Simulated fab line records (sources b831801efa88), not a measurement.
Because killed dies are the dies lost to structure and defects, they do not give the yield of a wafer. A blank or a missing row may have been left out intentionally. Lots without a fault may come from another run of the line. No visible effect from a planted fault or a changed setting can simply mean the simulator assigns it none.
Which tool did it? | flow gf180mcu | 13 lots with 39 wafers sampled at 6 steps, on a route of 602 steps

== WHAT THE GAUGES READ, wafer by wafer ==
GF_MVSD_OVL_MEAS_07.
lot  | measured    | on         | MVSD_OVL (nm)
L122 | day 4 11:30 | overlay-01 | 4.9 5.1 3.8
L123 | day 4 15:38 | overlay-02 | 2.0 1.3 1.9
L124 | day 4 20:07 | overlay-02 | -0.5 2.1 0.6
L125 | day 5 02:46 | overlay-01 | 3.3 2.6 2.8
L130 | day 6 06:46 | overlay-02 | 2.3 1.7 1.3
L131 | day 6 14:00 | overlay-02 | -2.7 -3.3 -0.8
L132 | day 6 18:56 | overlay-01 | - - -
L133 | day 7 01:08 | overlay-01 | 1.1 3.7 3.4
L139 | day 8 13:12 | overlay-01 | -1.2 1.0 0.6
L141 | day 9 02:45 | overlay-01 | 3.7 3.4 3.0
L142 | day 9 07:16 | overlay-02 | 1.2 1.7 0.8
L143 | day 9 11:51 | overlay-01 | 2.8 0.4 0.5
L144 | day 9 17:36 | overlay-02 | 0.8 2.4 2.2

GF_MVSD_TW_MEAS_11.
lot  | measured    | on           | MVSD_TW
L122 | day 4 11:56 | filmMetro-02 | 1542 1555 1555
L123 | day 4 16:05 | filmMetro-02 | 1554 1551 1556
L124 | day 4 20:34 | filmMetro-02 | 1567 1559 1555
L125 | day 5 03:12 | filmMetro-02 | 1544 1549 1537
L130 | day 6 07:11 | filmMetro-04 | 1602 1599 1602
L131 | day 6 14:26 | filmMetro-01 | 1554 1561 1551
L132 | day 6 19:22 | filmMetro-01 | 30 30 30
L133 | day 7 01:34 | filmMetro-04 | 1592 1597 1599
L139 | day 8 13:38 | filmMetro-04 | 1598 1588 1594
L141 | day 9 03:11 | filmMetro-04 | 1584 1582 1584
L142 | day 9 07:43 | filmMetro-04 | 1589 1592 1584
L143 | day 9 12:17 | filmMetro-04 | 1590 1585 1591
L144 | day 9 18:02 | filmMetro-02 | 1555 1556 1554

GF_DUAL_GATE_THK_MEAS_03.
lot  | measured     | on           | DUAL_GATE_OXIDATION_00_THK (nm)
L122 | day 7 15:52  | filmMetro-01 | 10.68 10.75 10.63
L123 | day 7 21:31  | filmMetro-01 | 10.83 10.93 10.69
L124 | day 8 02:19  | filmMetro-03 | 10.85 10.75 10.96
L125 | day 8 11:31  | filmMetro-02 | 10.88 11.04 10.96
L130 | day 9 20:19  | filmMetro-02 | 10.88 10.75 10.84
L131 | day 10 06:13 | filmMetro-03 | 10.66 10.62 10.57
L132 | day 10 13:08 | filmMetro-02 | 10.62 10.77 10.71
L133 | day 10 20:11 | filmMetro-01 | 10.96 10.91 10.88
L139 | day 12 10:41 | filmMetro-03 | 10.67 10.70 10.75
L141 | day 13 02:46 | filmMetro-01 | 10.81 10.94 10.81
L142 | day 13 07:23 | filmMetro-02 | 10.49 10.74 10.40
L143 | day 13 13:25 | filmMetro-01 | 10.74 10.68 10.80
L144 | day 13 17:47 | filmMetro-03 | 10.87 10.88 10.73

== WHICH TOOL RAN EACH LOT (tool, then ch and the chambers of the sampled wafers, then the start) ==
lot  | GF_NWELL_STRIP_10                  | GF_MVSD_EXPOSE_04                 | GF_VT_IMPLANT_STRIP_31
L122 | plasmaAsher-04 ch 0,1, day 3 08:28 | ilineStepper-02 ch 0, day 4 04:34 | plasmaAsher-02 ch 0,1, day 6 21:31
L123 | plasmaAsher-02 ch 0,1, day 3 12:56 | ilineStepper-01 ch 0, day 4 08:58 | plasmaAsher-02 ch 0,1, day 7 02:02
L124 | plasmaAsher-02 ch 0,1, day 3 18:27 | ilineStepper-01 ch 0, day 4 13:53 | plasmaAsher-04 ch 0,1, day 7 08:02
L125 | plasmaAsher-04 ch 0,1, day 3 22:57 | ilineStepper-01 ch 0, day 4 19:46 | plasmaAsher-01 ch 0,1, day 7 15:14
L130 | plasmaAsher-01 ch 0,1, day 5 02:09 | ilineStepper-02 ch 0, day 5 23:22 | plasmaAsher-04 ch 0,1, day 8 23:49
L131 | plasmaAsher-04 ch 0,1, day 5 08:10 | ilineStepper-02 ch 0, day 6 06:45 | plasmaAsher-01 ch 0,1, day 9 07:46
L132 | plasmaAsher-01 ch 0,1, day 5 13:01 | ilineStepper-01 ch 0, day 6 11:20 | plasmaAsher-01 ch 0,1, day 9 13:37
L133 | plasmaAsher-02 ch 0,1, day 5 18:09 | ilineStepper-01 ch 0, day 6 18:00 | plasmaAsher-02 ch 0,1, day 9 21:10
L139 | plasmaAsher-04 ch 0,1, day 7 04:44 | ilineStepper-01 ch 0, day 8 05:49 | plasmaAsher-02 ch 1, day 11 12:40
L141 | plasmaAsher-01 ch 0,1, day 7 17:01 | ilineStepper-01 ch 0, day 8 18:26 | plasmaAsher-02 ch 0,1, day 12 04:29
L142 | plasmaAsher-02 ch 0,1, day 7 21:04 | ilineStepper-01 ch 0, day 8 23:01 | plasmaAsher-04 ch 0,1, day 12 09:13
L143 | plasmaAsher-04 ch 0,1, day 8 01:38 | ilineStepper-01 ch 0, day 9 03:19 | plasmaAsher-04 ch 0,1, day 12 14:49
L144 | plasmaAsher-04 ch 0,1, day 8 06:53 | ilineStepper-01 ch 0, day 9 08:48 | plasmaAsher-04 ch 0,1, day 12 19:19
- GF_NWELL_STRIP_10: strips in O2/N2.
- GF_MVSD_EXPOSE_04: exposes mask MVSD, target cd 1000 nm.
- GF_VT_IMPLANT_STRIP_31: strips in O2/N2.

== AS READ BY THE TOOLS THEMSELVES (means over the sampled wafers that have a number; for cases with no such wafer, the mark the record gives instead) ==
GF_NWELL_STRIP_10.
lot  | tool           | drypumpMotorCurrentA (A) | heaterPowerW (W) | n2FlowSccm (sccm) | o2FlowSccm (sccm) | oesProductAu (a.u.) | stripTimeToEndpointS (s)
L122 | plasmaAsher-04 | 5.5                      | 305              | 299.5             | 3006              | 0.722               | 37.09
L123 | plasmaAsher-02 | 5.9                      | 283              | 300.5             | 3010              | 0.721               | 36.94
L124 | plasmaAsher-02 | 5.9                      | 289              | 300.5             | 3000              | 0.722               | 36.99
L125 | plasmaAsher-04 | 5.3                      | 280              | 299.9             | 3000              | 0.720               | 37.05
L130 | plasmaAsher-01 | 5.8                      | 328              | 301.3             | 2996              | 0.719               | 37.00
L131 | plasmaAsher-04 | 5.5                      | 305              | 300.7             | 2995              | 0.724               | 37.01
L132 | plasmaAsher-01 | 6.0                      | 336              | 300.3             | 3015              | 0.721               | 36.94
L133 | plasmaAsher-02 | 5.7                      | 299              | 300.0             | 3003              | 0.718               | 37.06
L139 | plasmaAsher-04 | 5.3                      | 284              | 301.3             | 3000              | 0.722               | 36.90
L141 | plasmaAsher-01 | 5.8                      | 331              | 300.1             | 3005              | 0.726               | 36.95
L142 | plasmaAsher-02 | 5.7                      | 297              | 300.9             | 3003              | 0.727               | 37.06
L143 | plasmaAsher-04 | 5.5                      | 308              | 299.7             | 2995              | 0.726               | 36.92
L144 | plasmaAsher-04 | 5.5                      | 316              | 299.9             | 2996              | 0.723               | 37.02

GF_VT_IMPLANT_STRIP_31.
lot  | tool           | drypumpMotorCurrentA (A) | heaterPowerW (W) | n2FlowSccm (sccm) | o2FlowSccm (sccm) | oesProductAu (a.u.) | stripTimeToEndpointS (s)
L122 | plasmaAsher-02 | 5.7                      | 299              | 300.5             | 3003              | 0.715               | 12.64
L123 | plasmaAsher-02 | 5.9                      | 284              | 301.1             | 3000              | 0.713               | 12.65
L124 | plasmaAsher-04 | 5.3                      | 283              | 299.8             | 3000              | 0.711               | 12.57
L125 | plasmaAsher-01 | 6.0                      | 328              | 300.7             | 3003              | 0.716               | 12.66
L130 | plasmaAsher-04 | 5.5                      | 313              | 299.6             | 2994              | 0.714               | 12.62
L131 | plasmaAsher-01 | 6.0                      | 335              | 299.9             | 3004              | 0.719               | 12.63
L132 | plasmaAsher-01 | 6.0                      | 336              | 300.8             | 3015              | 0.718               | 12.65
L133 | plasmaAsher-02 | 5.8                      | 300              | 300.4             | 3000              | 0.717               | 12.64
L139 | plasmaAsher-02 | 5.5                      | 318              | 301.9             | 3006              | 0.715               | 12.61
L141 | plasmaAsher-02 | 5.9                      | 283              | 299.7             | 3003              | 0.721               | 12.67
L142 | plasmaAsher-04 | 5.5                      | 311              | 300.4             | 2995              | 0.721               | 12.58
L143 | plasmaAsher-04 | 5.5                      | 310              | 298.3             | 2999              | 0.718               | 12.60
L144 | plasmaAsher-04 | 5.5                      | 318              | 300.1             | 3005              | 0.715               | 12.66

== THE ANSWER, worked out from the rows above alone ==
Rule: what is usual is taken from the lots themselves. Put in order of their means at a reading, lots are off if they are a third of the lots or fewer, leave a main group of 4 or more, and stand apart from it by a gap of 3 or more times the standard deviation of the main group's means; of several such gaps the widest counts. A main group is skipped when, at the precision printed for the reading in the tables above, its means are all equal. A lot without any number at a reading at which 4 lots or more have one is off too. Any other lot the step has rows for is counted as sound. After the gauges, taken in route order, come the tools' own readings; for these a lot's mean is taken, as printed above. At the first step where some lot is off, the reading lying furthest off is the one used; lots without a number count as furthest.
Off: at GF_MVSD_OVL_MEAS_07 (MVSD_OVL), L132. Without a number there: L132. The main group has a mean of 1.7 nm with a standard deviation of 1.7.
If a tool, at a process step before that reading, ran all the lots that are off and no sound lot after the first of them, it fits. The gauges at GF_MVSD_OVL_MEAS_07 aren't tried: what is off there is off at GF_MVSD_TW_MEAS_11 too, on other tools, and a gauge's error can't cause that. No candidate that was tried fits.

== WHAT WAS PUT IN BY THE SIMULATOR ==
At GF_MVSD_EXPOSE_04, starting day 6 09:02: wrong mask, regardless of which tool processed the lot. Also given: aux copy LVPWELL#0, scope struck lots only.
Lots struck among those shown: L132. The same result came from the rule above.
